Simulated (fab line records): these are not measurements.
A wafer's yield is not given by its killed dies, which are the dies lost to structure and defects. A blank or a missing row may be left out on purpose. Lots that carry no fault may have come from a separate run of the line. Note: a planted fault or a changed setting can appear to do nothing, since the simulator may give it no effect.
The tool behind it: which one? + flow sky130 + 12 lots, 36 wafers sampled, at 2 steps of a route of 708

WHAT THE GAUGES READ, wafer by wafer
SKY_NWELL_RS_MEAS_29: measurement is done with a four-point probe. Usual: NWELL_RS typically reads 624.8 ohm/sq, with standard deviation 1.7.
| lot  | measured     | on            | NWELL_RS (ohm/sq) | flag |
|------|--------------|---------------|-------------------|------|
| L730 | day 6 00:45  | film metro-04 | 626.9 627.5 627.3 |      |
| L732 | day 6 06:40  | film metro-04 | 623.5 625.4 624.8 |      |
| L733 | day 6 16:56  | film metro-03 | 625.7 626.6 626.6 |      |
| L735 | day 7 01:03  | film metro-03 | 625.7 624.0 623.3 |      |
| L736 | day 7 07:46  | film metro-03 | 623.4 622.7 623.2 |      |
| L737 | day 7 11:26  | film metro-03 | 625.6 626.1 626.7 |      |
| L738 | day 7 21:14  | film metro-04 | 623.7 627.0 624.7 |      |
| L739 | day 8 04:03  | film metro-01 | 627.6 626.9 627.2 |      |
| L740 | day 8 12:26  | film metro-03 | 625.5 621.8 622.3 |      |
| L741 | day 8 20:09  | film metro-04 | 624.0 624.3 626.8 |      |
| L747 | day 10 03:25 | film metro-03 | 623.2 623.5 622.2 |      |
| L748 | day 10 11:17 | film metro-01 | 628.5 627.5 628.8 |      |

TOOL THAT RAN EACH LOT (tool first, then ch and the chambers of the sampled wafers, then the start)
| lot  | SKY_DNWELL_DEHYDRATE_00          |
|------|----------------------------------|
| L730 | litho track-01 ch 0, day 3 08:07 |
| L732 | litho track-04 ch 0, day 3 12:41 |
| L733 | litho track-03 ch 0, day 3 23:11 |
| L735 | litho track-04 ch 0, day 4 06:17 |
| L736 | litho track-03 ch 0, day 4 12:11 |
| L737 | litho track-03 ch 0, day 4 15:29 |
| L738 | litho track-01 ch 0, day 4 23:40 |
| L739 | litho track-01 ch 0, day 5 05:26 |
| L740 | litho track-04 ch 0, day 5 12:31 |
| L741 | litho track-04 ch 0, day 5 18:16 |
| L747 | litho track-01 ch 0, day 6 22:28 |
| L748 | litho track-04 ch 0, day 7 04:59 |
- SKY_DNWELL_DEHYDRATE_00: time 60 s.

AS READ BY THE TOOLS THEMSELVES (means over the sampled wafers that have a number; for cases with no such wafer, the mark the record gives instead)
SKY_DNWELL_DEHYDRATE_00. Usual: chill plate temp C 23.01 C, standard deviation 0.12; heater power total W 160.38 W, standard deviation 0.12; run length s 89.34 s, standard deviation 0.2.
| lot  | tool           | chill plate temp C (C) | heater power total W (W) | run length s (s) | flag |
|------|----------------|------------------------|--------------------------|------------------|------|
| L730 | litho track-01 | 23.17                  | 160.39                   | 89.05            |      |
| L732 | litho track-04 | 23.08                  | 160.51                   | 89.51            |      |
| L733 | litho track-03 | 22.86                  | 160.35                   | 89.38            |      |
| L735 | litho track-04 | 22.87                  | 160.40                   | 89.61            |      |
| L736 | litho track-03 | 23.05                  | 160.31                   | 89.36            |      |
| L737 | litho track-03 | 23.12                  | 160.45                   | 89.44            |      |
| L738 | litho track-01 | 22.99                  | 160.52                   | 89.00            |      |
| L739 | litho track-01 | 22.94                  | 160.38                   | 89.19            |      |
| L740 | litho track-04 | 23.08                  | 160.41                   | 89.43            |      |
| L741 | litho track-04 | 23.11                  | 160.41                   | 89.38            |      |
| L747 | litho track-01 | 22.93                  | 160.45                   | 89.11            |      |
| L748 | litho track-04 | 23.09                  | 166.68                   | 83.15            | OFF  |

THE ANSWER, worked out from the rows above alone
Rule: a lot is off if the mean of its wafers that have a number lies more than 3 standard deviations from the usual mean. A lot without any number at a reading at which 4 lots or more have one is off too. Where the step has rows for the other lots, those lots are counted as sound. The gauges are gone through in route order, then the tools' own readings, and for those a lot's mean is taken as printed above. At the first step where some lot is off, the reading lying furthest off is the one used; lots without a number count as furthest.
Off: L748, at SKY_DNWELL_DEHYDRATE_00 (heater power total W).
A tool fits if, at that step or a process step before it, it ran every lot that is off, and no sound lot after the first of them. One fits: litho track-04 at SKY_DNWELL_DEHYDRATE_00. A fault onset in the window from L741 (day 5 18:16, its last sound lot) to L748 (day 7 04:59, its first lot off) fits.
The tool's own readings at SKY_DNWELL_DEHYDRATE_00 bear it out: on the lots that are off they differ by more than 5 times the standard deviation of the sound lots' means. heater power total W reads 166.68 W there against 160.42 W on the sound lots; run length s reads 83.15 s there against 89.31 s on the sound lots.

WHAT THE SIMULATOR HAD PUT IN
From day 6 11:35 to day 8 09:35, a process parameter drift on litho track-04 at SKY_DNWELL_DEHYDRATE_00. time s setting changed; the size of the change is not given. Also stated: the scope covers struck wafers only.
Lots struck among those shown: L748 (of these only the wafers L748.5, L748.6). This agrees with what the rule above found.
